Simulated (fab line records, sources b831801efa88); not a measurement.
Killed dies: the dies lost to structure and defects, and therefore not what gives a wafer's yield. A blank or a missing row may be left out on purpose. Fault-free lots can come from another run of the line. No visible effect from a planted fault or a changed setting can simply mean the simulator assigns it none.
A lot that was struck, set against a sound lot :: flow gf180mcu :: 44 steps out of a route of 602
Sound: these wafers, L665.3, L665.5, L665.6. Struck: wafers L659.2, L659.5, L659.6. The cause is given at the end.
At each step with rows: each side's tool, then ch and its chambers, then its first start. Under that, the readings that differ: sound wafers :: struck wafers :: difference of the means :: sigmas: that difference in standard deviations of wafers without a fault.
alike: a reading whose means differ by less than 2 such deviations, as well as words and numbers matching on both sides. not compared: withheld readings; readings where some wafer has no value; bounds like >300 that might hide an equal value; numbers whose values overlap and for which the record gives no deviation.
A row with sigmas, a row that says differs or no value, or rows on one side alone: a step with any of these is where the two part. Numbers that have no deviation but don't overlap get no sigmas and don't part them. A reading that every wafer of one side lacks parts them only if that side has two wafers or more.

first, 2 steps without rows for these wafers: GF_MVSD_IMPLANT_08; GF_MVSD_IMPLANT_09.
GF_MVSD_STRIP_10: strips in O2/N2.
  sound on plasma-asher-04 ch 0,1, day 9 00:59; struck on plasma-asher-02 ch 0,1, day 7 13:05
  alike: drypump-motor-current-A, heater-power-w, n2-flow-sccm, oes-product-au, strip-time-to-endpoint-s
  not compared: rf-hours-counter-h
GF_MVSD_TW_MEAS_11:
  sound: film-metro-04 at day 9 01:04; struck: film-metro-03 at day 7 13:11
  alike: MVSD_TW
then, 7 steps without rows for these wafers: GF_MVPSD_DEHYDRATE_00 (time 60 s); GF_MVPSD_HMDS_01 (prime time 60 s); GF_MVPSD_COAT_02 (resist thk 3000 nm); GF_MVPSD_SOFTBAKE_03; GF_MVPSD_EXPOSE_04 (exposes mask MVPSD, target cd 1000 nm); GF_MVPSD_PEB_05; GF_MVPSD_DEVELOP_06 (develop time 60 s).
GF_MVPSD_OVL_MEAS_07:
  sound: overlay-01 at day 9 18:53; struck: overlay-02 at day 8 05:17
  alike: MVPSD_OVL
GF_MVPSD_IMPLANT_08:
  sound on implanter-03 ch 0, day 9 18:58; struck on implanter-01 ch 0, day 8 05:20
reading: tilt-deg (degrees)
sound: 0.038 0.043 0.010
struck: 3.878 3.889 3.866
difference: +3.847
sigmas: +99 or more
  alike: end-station-pressure-torr
following that, these wafers have no rows for 1 step: GF_MVPSD_IMPLANT_09.
GF_MVPSD_STRIP_10: strips in O2/N2.
  sound on plasma-asher-03 ch 0,1, day 9 19:15; struck on plasma-asher-02 ch 0,1, day 8 05:37
reading: strip-time-to-endpoint-s (s)
sound: 36.78 36.80 36.72
struck: 37.13 37.13 37.12
difference: +0.36
sigmas: +3
  alike: drypump-motor-current-A, heater-power-w, n2-flow-sccm, oes-product-au
  not compared: rf-hours-counter-h
GF_MVPSD_TW_MEAS_11:
  sound: film-metro-03 at day 9 19:20; struck: film-metro-03 at day 8 05:43
reading: MVPSD_TW
sound: 546 546 547
struck: 603 603 599
difference: +55
sigmas: +13
then, 7 steps without rows for these wafers: GF_VT_IMPLANT_DEHYDRATE_00 (time 60 s); GF_VT_IMPLANT_HMDS_01 (prime time 60 s); GF_VT_IMPLANT_COAT_02 (resist thk 1000 nm); GF_VT_IMPLANT_SOFTBAKE_03 (time 60 s); GF_VT_IMPLANT_EXPOSE_04 (exposes mask LVPWELL LV AREA, target cd 600 nm); GF_VT_IMPLANT_PEB_05; GF_VT_IMPLANT_DEVELOP_06 (develop time 60 s).
GF_VT_IMPLANT_OVL_MEAS_07:
  sound: overlay-02 at day 10 12:17; struck: overlay-01 at day 8 22:08
  alike: VT_IMPLANT_OVL
following that, these wafers have no rows for 1 step: GF_VT_IMPLANT_IMPLANT_08.
GF_VT_IMPLANT_STRIP_09: strips in O2/N2.
  sound on plasma-asher-01 ch 0,1, day 10 12:29; struck on plasma-asher-03 ch 0,1, day 8 22:19
  alike: drypump-motor-current-A, heater-power-w, n2-flow-sccm, oes-product-au, strip-time-to-endpoint-s
  not compared: rf-hours-counter-h
GF_VT_IMPLANT_TW_MEAS_10:
  sound: film-metro-01 at day 10 12:35; struck: film-metro-04 at day 8 22:25
reading: VT_IMPLANT_TW
sound: 574 573 570
struck: 555 557 555
difference: -17
sigmas: -4
then, 7 steps without rows for these wafers: GF_VT_IMPLANT_DEHYDRATE_11 (time 60 s); GF_VT_IMPLANT_HMDS_12 (prime time 60 s); GF_VT_IMPLANT_COAT_13 (resist thk 1000 nm); GF_VT_IMPLANT_SOFTBAKE_14 (time 60 s); GF_VT_IMPLANT_EXPOSE_15 (exposes mask Nwell LV AREA, target cd 860 nm); GF_VT_IMPLANT_PEB_16; GF_VT_IMPLANT_DEVELOP_17 (develop time 60 s).
GF_VT_IMPLANT_OVL_MEAS_18:
  sound: overlay-02 at day 11 06:50; struck: overlay-01 at day 9 14:41
  alike: VT_IMPLANT_01_OVL
following that, these wafers have no rows for 1 step: GF_VT_IMPLANT_IMPLANT_19.
GF_VT_IMPLANT_STRIP_20: strips in O2/N2.
  sound on plasma-asher-01 ch 0,1, day 11 07:02; struck on plasma-asher-01 ch 0,1, day 9 14:52
reading: strip-time-to-endpoint-s (s)
sound: 12.67 12.68 12.67
struck: 12.61 12.59 12.55
difference: -0.09
sigmas: -2
  alike: drypump-motor-current-A, heater-power-w, n2-flow-sccm, oes-product-au
  not compared: rf-hours-counter-h
GF_VT_IMPLANT_TW_MEAS_21:
  sound: film-metro-04 at day 11 07:08; struck: film-metro-01 at day 9 14:58
  alike: VT_IMPLANT_2_TW
then, 4 steps without rows for these wafers: GF_VT_IMPLANT_DEHYDRATE_22 (time 60 s); GF_VT_IMPLANT_HMDS_23 (prime time 60 s); GF_VT_IMPLANT_COAT_24 (resist thk 1000 nm); GF_VT_IMPLANT_SOFTBAKE_25 (time 60 s).
GF_VT_IMPLANT_RS_MEAS_49: the measuring method here is four-point-probe.
  sound: film-metro-01 at day 12 22:11; struck: film-metro-01 at day 11 02:54
reading: MVPSD_RS (ohm/sq)
sound: 1167.0 1169.2 1166.6
struck: 1330.6 1335.9 1339.5
difference: +167.7
sigmas: +65
-- a jump in the record: the struck wafers' starts before and after are 22 days apart (it breaks off in module VT_IMPLANT and resumes in module PASSIVATION, where the first step shown is number 602 of the route) --
GF_PASSIVATION_PROBE_99:
  rows exist in the record for the struck wafers here (prober-01, day 33 04:22), but not for the sound ones

== WHERE THEY PART ==
First at GF_MVPSD_IMPLANT_08; last, within this record, at GF_PASSIVATION_PROBE_99.

WHY: what the simulator had put in
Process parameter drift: implanter-01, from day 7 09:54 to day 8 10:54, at GF_MVPSD_IMPLANT_08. The setting tilt-deg was moved by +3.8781, starting from 0. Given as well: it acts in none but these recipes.
